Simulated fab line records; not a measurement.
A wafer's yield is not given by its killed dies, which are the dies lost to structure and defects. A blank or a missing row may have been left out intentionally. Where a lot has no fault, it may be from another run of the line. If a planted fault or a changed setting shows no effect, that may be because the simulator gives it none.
A single fault, viewed from 2 desks | flow gf180mcu | only its own numbers are on each desk; what lay behind them is given at the end

== FOR THE TOOL OWNER'S DESK: cvd w-02 ==
The tool's own readings at GF_V2_CVD_23 (deposits W, target thk 350 nm, time 104.94 s): means of the sampled wafers that have a number, for each lot that ran on this tool. Marked OUT: a lot whose mean sits more than 4 standard deviations from the usual mean, which makes it out of limits; the brackets give that distance.
Columns: A = chamber pressure Torr at GF_V2_CVD_23, usual 39.99 Torr; B = heater power w at GF_V2_CVD_23, usual 848 W
lot  | first seen here | A               | B
L924 | day 20 11:34    | 40.01           | 856
L925 | day 21 02:28    | 39.85           | 848
L926 | day 21 04:49    | 40.00           | 839
L927 | day 21 15:28    | 42.57 (+26) OUT | 824
L929 | day 22 17:40    | 42.47 (+25) OUT | 861
L938 | day 25 19:52    | 39.97           | 845
L939 | day 25 22:04    | 40.03           | 845
L940 | day 26 02:10    | 40.00           | 854
L941 | day 26 09:08    | 39.96           | 855
L942 | day 26 12:32    | 40.09           | 854
L943 | day 26 20:06    | 39.94           | 847
L944 | day 27 02:47    | 39.92           | 841
Finding of this desk: L927, L929 out of limits; the first was L927 at day 21 15:28, on chamber pressure Torr at GF_V2_CVD_23. In limits: L924, L925, L926, L938, L939, L940, L941, L942, L943, L944.

== AT THE METROLOGY DESK ==
What the gauges read, lot by lot, whatever tool the lot ran on: means of the sampled wafers that have a number. Marked OUT: a lot whose mean sits more than 4 standard deviations from the usual mean, which makes it out of limits; the brackets give that distance.
Columns: A = V2_BOW at GF_V2_BOW_MEAS_05, usual 97 um
lot  | first seen here | A
L924 | day 19 09:55    | 104
L925 | day 20 01:25    | 99
L926 | day 20 04:14    | 87
L927 | day 20 14:43    | 96
L929 | day 21 16:24    | 100
L938 | day 24 21:49    | 102
L939 | day 25 00:01    | 94
L940 | day 25 04:00    | 93
L941 | day 25 11:27    | 96
L942 | day 25 15:34    | 94
L943 | day 25 22:48    | 106
L944 | day 26 05:53    | 100
L945 | day 26 17:04    | 93
Finding of this desk: none of the 13 lots has anything out of limits.

== TAKEN TOGETHER ==
At day 21 15:28, on L927, L929, the tool owner's desk was in a position to raise an alarm.
Nothing out of limits was seen by the metrology desk.
The metrology desk has L927, L929 on record, within its limits.
Of the lots named, all ran GF_V2_CVD_23 on cvd w-02.

== WHAT THE SIMULATOR PUT IN ==
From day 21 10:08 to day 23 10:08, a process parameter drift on cvd w-02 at GF_V2_CVD_23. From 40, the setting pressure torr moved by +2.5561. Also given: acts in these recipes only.
Struck lots among those shown: L927, L929.
Delay in hours, fault start to first out-of-limits reading, by desk: the tool owner's desk at 5.
